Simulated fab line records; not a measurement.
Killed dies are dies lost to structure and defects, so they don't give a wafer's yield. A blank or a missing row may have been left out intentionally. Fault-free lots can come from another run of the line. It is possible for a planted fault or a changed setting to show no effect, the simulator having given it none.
Chamber matching / flow sky130 / SKY_VIA1_ETCH_14 on rieDiel-01 has 4 sister chambers
The step etches BARC in N2/H2, stops on SiO2, time 45.9 s, target depth 60 nm. 8 wafers are shown with their chamber, then 10 later ones without.

EACH WAFER AND ITS CHAMBER
wafer=L078.3; chamber=3; drypumpMotorCurrentA (A)=6.0; biasW (W)=100.56
wafer=L080.5; chamber=2; drypumpMotorCurrentA (A)=6.0; biasW (W)=99.76
wafer=L083.1; chamber=2; drypumpMotorCurrentA (A)=6.0; biasW (W)=99.90
wafer=L083.5; chamber=0; drypumpMotorCurrentA (A)=5.7; biasW (W)=100.36
wafer=L085.4; chamber=3; drypumpMotorCurrentA (A)=5.9; biasW (W)=99.85
wafer=L085.5; chamber=1; drypumpMotorCurrentA (A)=5.4; biasW (W)=100.02
wafer=L087.1; chamber=1; drypumpMotorCurrentA (A)=5.3; biasW (W)=99.97
wafer=L087.2; chamber=0; drypumpMotorCurrentA (A)=5.7; biasW (W)=99.89

WAFERS WITH NO CHAMBER GIVEN
wafer=L087.3; drypumpMotorCurrentA (A)=6.0; biasW (W)=100.28
wafer=L090.1; drypumpMotorCurrentA (A)=5.9; biasW (W)=100.01
wafer=L090.2; drypumpMotorCurrentA (A)=5.9; biasW (W)=99.71
wafer=L090.5; drypumpMotorCurrentA (A)=5.9; biasW (W)=99.90
wafer=L093.1; drypumpMotorCurrentA (A)=5.3; biasW (W)=99.58
wafer=L093.2; drypumpMotorCurrentA (A)=5.7; biasW (W)=99.80
wafer=L093.3; drypumpMotorCurrentA (A)=5.9; biasW (W)=99.90
wafer=L097.1; drypumpMotorCurrentA (A)=5.4; biasW (W)=100.10
wafer=L097.5; drypumpMotorCurrentA (A)=5.3; biasW (W)=99.51
wafer=L097.6; drypumpMotorCurrentA (A)=5.9; biasW (W)=99.99

CHAMBER TAKEN BY EACH
wafer=L087.3; from the rows above=can't be placed: 3 or 2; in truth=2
wafer=L090.1; from the rows above=can't be placed: 3 or 2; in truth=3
wafer=L090.2; from the rows above=can't be placed: 3 or 2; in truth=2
wafer=L090.5; from the rows above=can't be placed: 3 or 2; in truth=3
wafer=L093.1; from the rows above=1; in truth=1
wafer=L093.2; from the rows above=0; in truth=0
wafer=L093.3; from the rows above=can't be placed: 3 or 2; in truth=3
wafer=L097.1; from the rows above=1; in truth=1
wafer=L097.5; from the rows above=1; in truth=1
wafer=L097.6; from the rows above=can't be placed: 3 or 2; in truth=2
Placed correctly: 4 of 10. Can't be placed from these rows: 6 (the true chamber is among the candidates in 6). 0 placed wrongly.
How it was worked out, from the rows above alone: a wafer's distance from a chamber is the root of the sum, over the readings, of the square of ((its reading less the chamber's mean) divided by the reading's scatter). If the next closest chamber is less than 2 further off than the closest, the wafer can't be placed; otherwise it belongs to the closest. For every chamber, the mean is computed from those of its wafers that are shown. How the scatter is found: for the shown wafers, subtract from each reading the mean of its chamber, square and add these, divide the total by (wafers less chambers), then take the root.
